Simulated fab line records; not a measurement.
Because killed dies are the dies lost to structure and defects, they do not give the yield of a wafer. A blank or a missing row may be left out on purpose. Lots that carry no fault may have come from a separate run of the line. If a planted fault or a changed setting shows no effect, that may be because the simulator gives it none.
Problem report in the 8D (eight disciplines) form, filled by code ; flow gf180mcu ; the parts of the form that need people (team, actions taken, sign-off) are left out

== 1. THE ISSUE ==
Mean PASSIVATION_CVD_00_THK at GF_PASSIVATION_THK_MEAS_01: 898 nm over 3 wafers in 2 lots; fault-free wafers: 1003 nm, standard deviation 12. Measured from the usual mean, that is -8.8 standard deviations.
Earliest sighting: wafer L771.5 on film-metro-04 at day 31 04:09. The record has a number at this step for 33 wafers belonging to 11 lots. The rule behind "out" and "out of limits": a value lying over 4 standard deviations away from the usual mean. The other wafers with a number count as sound.

== 2. WHAT THIS IS AND IS NOT ==
question;is;is not
which readings at this step;PASSIVATION_CVD_00_THK;-
which lots;L771, L774;L761, L762, L765, L767, L769, L770, L781, L782, L784
which wafers of those lots;L771.5, L774.5, L774.6;L771.1, L771.3, L774.1
read on which gauges;film-metro-02, film-metro-04;film-metro-03
when;from day 31 04:09;"up to then (20 sound wafers); but 10 sound wafers of L774, L781, L782, L784 came after"

== 3. THE SUSPECTS, EACH WITH WHAT RULES IT OUT ==
Counting: if a tool at a process step up to the reading ran every lot that is out, it stays a suspect. Sound lots after the first of them don't rule it out here, since some wafers of a struck lot are sound.
- the gauge at GF_PASSIVATION_THK_MEAS_01: ruled out. 2 gauges (film-metro-02, film-metro-04) read the wafers that are out.
- pecvd-04 at GF_PASSIVATION_CVD_00 (deposits SiO2 from TEOS, target thk 1000 nm, time 111.95 s): kept. Every lot that is out went through it, the first being L771 (day 31 04:04); the last sound lot it ran before that was L770 (day 30 22:16). Its own run-length-s readings are out on those wafers.
Remaining after the count: pecvd-04 at GF_PASSIVATION_CVD_00.

== 4. THE CAUSE (what the simulator had put in) ==
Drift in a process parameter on pecvd-04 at GF_PASSIVATION_CVD_00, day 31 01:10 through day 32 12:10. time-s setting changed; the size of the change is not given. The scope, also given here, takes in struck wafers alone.
This tool alone remained once counting was done.

== 5. THE EFFECT CHAIN, in route order ==
Each row: a reading where the mean over the struck wafers with a number is more than 3 standard deviations away from the usual. Readings are gone through only where the record gives a usual standard deviation; hours: the median, over the lots, of the time from a lot's start at the first step in this table giving one to that lot's start at this step; sigmas: the change measured in usual standard deviations.
hours;step;reading;usual;on struck wafers;change;sigmas
0;GF_PASSIVATION_CVD_00;run-length-s;139.8 s;126.9;-12.9;-30
0;GF_PASSIVATION_THK_MEAS_01;PASSIVATION_CVD_00_THK;1003 nm;898;-105;-8.8
18;GF_PASSIVATION_ETCH_11;oes-product-au;0.966 a.u.;0.935;-0.031;-3.9
It contains these process steps:
- GF_PASSIVATION_CVD_00: deposits SiO2 from TEOS, target thk 1000 nm, time 111.95 s.
- GF_PASSIVATION_ETCH_11: etches the open film in CF4/O2, stops on TiN, target depth 1800 nm, time 400 s.

== 6. WHAT WOULD HAVE CAUGHT IT SOONER ==
The first out-of-limits reading at a measuring or inspecting step in this record came at day 31 04:09, 3 hours after the fault's start at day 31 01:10.
Tool's own readings at GF_PASSIVATION_CVD_00, run-length-s: out on all struck wafers the step has rows for; an alarm limit on them would have tripped on the first.
L774, from the lots that are out (2), started GF_PASSIVATION_CVD_00 on pecvd-04 later than day 31 04:09. Putting the tool on hold at that point would have spared it.
